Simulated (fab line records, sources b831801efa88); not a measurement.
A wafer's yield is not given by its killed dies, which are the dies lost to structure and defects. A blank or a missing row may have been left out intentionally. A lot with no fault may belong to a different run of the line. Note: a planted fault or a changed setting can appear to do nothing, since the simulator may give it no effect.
Matching of chambers	flow sky130	SKY_VIA1_ETCH_14 on rie diel-04: 4 sister chambers
The step etches BARC in N2/H2, stops on SiO2, time 45.9 s, target depth 60 nm. 8 wafers are shown with their chamber, then 8 later ones without.

== EACH WAFER AND ITS CHAMBER ==
wafer	chamber	drypump motor current A (A)	rf fwd power W (W)
L082.1	2	6.2	497.5
L087.1	2	6.1	496.7
L087.2	0	6.2	491.4
L087.4	3	5.4	494.1
L088.2	1	6.0	497.2
L088.3	3	5.4	494.8
L088.6	0	6.2	493.7
L090.1	1	6.0	496.5

== WAFERS WITHOUT THEIR CHAMBER ==
wafer	drypump motor current A (A)	rf fwd power W (W)
L090.2	5.4	492.5
L090.6	5.4	492.9
L093.2	6.2	491.7
L093.5	5.4	493.3
L093.6	6.2	491.7
L095.2	5.4	496.7
L095.3	6.2	493.8
L095.4	6.0	491.5

== THE CHAMBER EACH PASSED THROUGH ==
wafer	from the rows above	in truth
L090.2	3	3
L090.6	3	3
L093.2	0	0
L093.5	3	3
L093.6	0	0
L095.2	3	3
L095.3	0	0
L095.4	can't be placed: 1 or 0 or 2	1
7 of 8 placed correctly. Not placeable from these rows: 1 (in 1, the candidates include the true chamber). Placed wrongly: 0.
How it was worked out, from the rows above alone: a wafer's distance from a chamber is the root of the sum, over the readings, of the square of ((its reading less the chamber's mean) divided by the reading's scatter). The wafer belongs to the nearest chamber; if the next one is less than 2 further off, it can't be placed. The mean given for a chamber averages the wafers shown for that chamber. The scatter is the square root of a quotient: the sum, over the shown wafers, of each reading's squared deviation from its chamber's mean, divided by wafers minus chambers.
